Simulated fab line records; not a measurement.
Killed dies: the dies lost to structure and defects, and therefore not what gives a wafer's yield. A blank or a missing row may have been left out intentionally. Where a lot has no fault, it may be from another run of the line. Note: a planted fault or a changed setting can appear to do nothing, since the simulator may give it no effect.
Which of the tools did it? || flow gf180mcu || Sampling: 12 lots, 36 wafers, 4 of 602 route steps

## WHAT EACH GAUGE READ, for each wafer
GF_CONTACT_THK_MEAS_01.
{"lot": "L385", "measured": "day 14 22:09", "on": "film metro-02", "CONTACT_CVD_00_THK (nm)": "292.8 298.3 297.1"}
{"lot": "L387", "measured": "day 15 19:50", "on": "film metro-02", "CONTACT_CVD_00_THK (nm)": "298.5 299.3 300.5"}
{"lot": "L388", "measured": "day 16 01:07", "on": "film metro-04", "CONTACT_CVD_00_THK (nm)": "297.5 303.7 303.9"}
{"lot": "L392", "measured": "day 17 12:35", "on": "film metro-04", "CONTACT_CVD_00_THK (nm)": "297.6 299.1 300.0"}
{"lot": "L394", "measured": "day 18 09:19", "on": "film metro-04", "CONTACT_CVD_00_THK (nm)": "298.7 300.1 299.0"}
{"lot": "L395", "measured": "day 18 20:16", "on": "film metro-03", "CONTACT_CVD_00_THK (nm)": "302.2 302.8 299.7"}
{"lot": "L400", "measured": "day 20 18:28", "on": "film metro-03", "CONTACT_CVD_00_THK (nm)": "301.2 303.5 300.5"}
{"lot": "L402", "measured": "day 21 11:21", "on": "film metro-04", "CONTACT_CVD_00_THK (nm)": "303.6 301.5 297.5"}
{"lot": "L403", "measured": "day 22 00:18", "on": "film metro-03", "CONTACT_CVD_00_THK (nm)": "294.7 298.6 295.8"}
{"lot": "L405", "measured": "day 22 15:30", "on": "film metro-02", "CONTACT_CVD_00_THK (nm)": "297.4 300.7 300.4"}
{"lot": "L406", "measured": "day 22 20:05", "on": "film metro-03", "CONTACT_CVD_00_THK (nm)": "296.1 296.7 297.1"}
{"lot": "L408", "measured": "day 23 06:39", "on": "film metro-02", "CONTACT_CVD_00_THK (nm)": "300.2 299.2 299.3"}

GF_M1_CD_MEAS_14: target cd 230 nm.
{"lot": "L385", "measured": "day 16 20:30", "on": "cd sem-01", "cd nm (nm)": "230.8 230.7 229.8"}
{"lot": "L387", "measured": "day 17 19:48", "on": "cd sem-02", "cd nm (nm)": "229.1 229.1 230.1"}
{"lot": "L388", "measured": "day 18 00:59", "on": "cd sem-01", "cd nm (nm)": "231.8 231.7 232.0"}
{"lot": "L392", "measured": "day 19 13:59", "on": "cd sem-01", "cd nm (nm)": "231.4 230.9 230.5"}
{"lot": "L394", "measured": "day 20 12:07", "on": "cd sem-02", "cd nm (nm)": "234.1 234.7 233.8"}
{"lot": "L395", "measured": "day 20 22:27", "on": "cd sem-01", "cd nm (nm)": "234.5 234.4 234.2"}
{"lot": "L400", "measured": "day 22 19:43", "on": "cd sem-02", "cd nm (nm)": "230.5 229.7 230.5"}
{"lot": "L402", "measured": "day 23 11:40", "on": "cd sem-02", "cd nm (nm)": "230.1 230.4 231.0"}
{"lot": "L403", "measured": "day 24 00:40", "on": "cd sem-01", "cd nm (nm)": "230.2 228.4 229.5"}
{"lot": "L405", "measured": "day 24 14:17", "on": "cd sem-02", "cd nm (nm)": "229.6 228.6 230.2"}
{"lot": "L406", "measured": "day 24 19:07", "on": "cd sem-01", "cd nm (nm)": "230.4 229.8 230.5"}
{"lot": "L408", "measured": "day 25 04:57", "on": "cd sem-02", "cd nm (nm)": "231.0 230.8 229.8"}

## WHAT TOOL EACH LOT RAN ON (gives the tool, then ch and the chambers of the sampled wafers, and finally the start)
{"lot": "L385", "GF_CONTACT_SPUTTER_22": "pvd sputter-03, day 15 21:10", "GF_M1_SOFTBAKE_10": "litho track-04 ch 0, day 16 08:49"}
{"lot": "L387", "GF_CONTACT_SPUTTER_22": "pvd sputter-02, day 16 19:26", "GF_M1_SOFTBAKE_10": "litho track-01 ch 0, day 17 07:32"}
{"lot": "L388", "GF_CONTACT_SPUTTER_22": "pvd sputter-02, day 17 00:56", "GF_M1_SOFTBAKE_10": "litho track-02 ch 0, day 17 13:09"}
{"lot": "L392", "GF_CONTACT_SPUTTER_22": "pvd sputter-03, day 18 12:56", "GF_M1_SOFTBAKE_10": "litho track-02 ch 0, day 19 02:06"}
{"lot": "L394", "GF_CONTACT_SPUTTER_22": "pvd sputter-04, day 19 10:34", "GF_M1_SOFTBAKE_10": "litho track-02 ch 0, day 20 00:01"}
{"lot": "L395", "GF_CONTACT_SPUTTER_22": "pvd sputter-03, day 19 21:51", "GF_M1_SOFTBAKE_10": "litho track-02 ch 0, day 20 10:22"}
{"lot": "L400", "GF_CONTACT_SPUTTER_22": "pvd sputter-02, day 21 19:29", "GF_M1_SOFTBAKE_10": "litho track-04 ch 0, day 22 08:31"}
{"lot": "L402", "GF_CONTACT_SPUTTER_22": "pvd sputter-02, day 22 11:57", "GF_M1_SOFTBAKE_10": "litho track-02 ch 0, day 23 00:30"}
{"lot": "L403", "GF_CONTACT_SPUTTER_22": "pvd sputter-03, day 23 00:55", "GF_M1_SOFTBAKE_10": "litho track-04 ch 0, day 23 13:22"}
{"lot": "L405", "GF_CONTACT_SPUTTER_22": "pvd sputter-02, day 23 15:16", "GF_M1_SOFTBAKE_10": "litho track-04 ch 0, day 24 03:05"}
{"lot": "L406", "GF_CONTACT_SPUTTER_22": "pvd sputter-02, day 23 20:10", "GF_M1_SOFTBAKE_10": "litho track-02 ch 0, day 24 08:37"}
{"lot": "L408", "GF_CONTACT_SPUTTER_22": "pvd sputter-02, day 24 06:16", "GF_M1_SOFTBAKE_10": "litho track-04 ch 0, day 24 17:26"}
- GF_CONTACT_SPUTTER_22: material Ti, target thk 15 nm, time 80.02 s.
- GF_M1_SOFTBAKE_10: time 60 s.

## AS READ BY THE TOOLS THEMSELVES (means over the sampled wafers that have a number; for cases with no such wafer, the mark the record gives instead)
GF_CONTACT_SPUTTER_22.
{"lot": "L385", "tool": "pvd sputter-03", "throttle valve pct (%)": 30.1}
{"lot": "L387", "tool": "pvd sputter-02", "throttle valve pct (%)": 29.8}
{"lot": "L388", "tool": "pvd sputter-02", "throttle valve pct (%)": 29.7}
{"lot": "L392", "tool": "pvd sputter-03", "throttle valve pct (%)": 29.6}
{"lot": "L394", "tool": "pvd sputter-04", "throttle valve pct (%)": 30.4}
{"lot": "L395", "tool": "pvd sputter-03", "throttle valve pct (%)": 31.0}
{"lot": "L400", "tool": "pvd sputter-02", "throttle valve pct (%)": 29.9}
{"lot": "L402", "tool": "pvd sputter-02", "throttle valve pct (%)": 29.9}
{"lot": "L403", "tool": "pvd sputter-03", "throttle valve pct (%)": 30.3}
{"lot": "L405", "tool": "pvd sputter-02", "throttle valve pct (%)": 29.9}
{"lot": "L406", "tool": "pvd sputter-02", "throttle valve pct (%)": 29.7}
{"lot": "L408", "tool": "pvd sputter-02", "throttle valve pct (%)": 29.2}

GF_M1_SOFTBAKE_10.
{"lot": "L385", "tool": "litho track-04", "exhaust pa (Pa)": 44.1, "heater power total W (W)": 93.06, "plate temp C (C)": 129.90}
{"lot": "L387", "tool": "litho track-01", "exhaust pa (Pa)": 43.9, "heater power total W (W)": 93.08, "plate temp C (C)": 129.98}
{"lot": "L388", "tool": "litho track-02", "exhaust pa (Pa)": 45.1, "heater power total W (W)": 92.98, "plate temp C (C)": 129.87}
{"lot": "L392", "tool": "litho track-02", "exhaust pa (Pa)": 45.3, "heater power total W (W)": 93.01, "plate temp C (C)": 130.02}
{"lot": "L394", "tool": "litho track-02", "exhaust pa (Pa)": 45.8, "heater power total W (W)": 91.78, "plate temp C (C)": 128.77}
{"lot": "L395", "tool": "litho track-02", "exhaust pa (Pa)": 45.0, "heater power total W (W)": 91.66, "plate temp C (C)": 128.74}
{"lot": "L400", "tool": "litho track-04", "exhaust pa (Pa)": 44.4, "heater power total W (W)": 93.05, "plate temp C (C)": 129.90}
{"lot": "L402", "tool": "litho track-02", "exhaust pa (Pa)": 45.6, "heater power total W (W)": 93.05, "plate temp C (C)": 129.92}
{"lot": "L403", "tool": "litho track-04", "exhaust pa (Pa)": 46.1, "heater power total W (W)": 93.00, "plate temp C (C)": 130.00}
{"lot": "L405", "tool": "litho track-04", "exhaust pa (Pa)": 45.4, "heater power total W (W)": 93.11, "plate temp C (C)": 129.84}
{"lot": "L406", "tool": "litho track-02", "exhaust pa (Pa)": 44.1, "heater power total W (W)": 93.05, "plate temp C (C)": 130.09}
{"lot": "L408", "tool": "litho track-04", "exhaust pa (Pa)": 45.5, "heater power total W (W)": 93.04, "plate temp C (C)": 129.96}

## THE ANSWER, worked out from the rows above alone
Rule: the lots themselves supply what counts as usual. Put in order of their means at a reading, lots are off if they are a third of the lots or fewer, leave a main group of 4 or more, and stand apart from it by a gap of 3 or more times the standard deviation of the main group's means; of several such gaps the widest counts. If all means in a main group match to the digits the tables above print for the reading, that group is not used. A lot without any number at a reading at which 4 lots or more have one is off too. The other lots that the step has rows for count as sound. Order of review: gauges by route order, followed by the tools' own readings, for which a lot's mean as printed above is used. At the first step where some lot is off, the reading lying furthest off is the one used; lots without a number count as furthest.
Off at GF_M1_CD_MEAS_14 (cd nm): L394, L395. The main group: mean 230.3 nm, standard deviation 0.72.
If a tool, at a process step before that reading, ran all the lots that are off and no sound lot after the first of them, it fits. Not tried: the gauges at GF_M1_CD_MEAS_14; whatever is off there is also off at GF_M1_SOFTBAKE_10, on other tools, and gauge error can't account for it. Of those tried, none fits.

## WHAT HAD BEEN PUT IN BY THE SIMULATOR
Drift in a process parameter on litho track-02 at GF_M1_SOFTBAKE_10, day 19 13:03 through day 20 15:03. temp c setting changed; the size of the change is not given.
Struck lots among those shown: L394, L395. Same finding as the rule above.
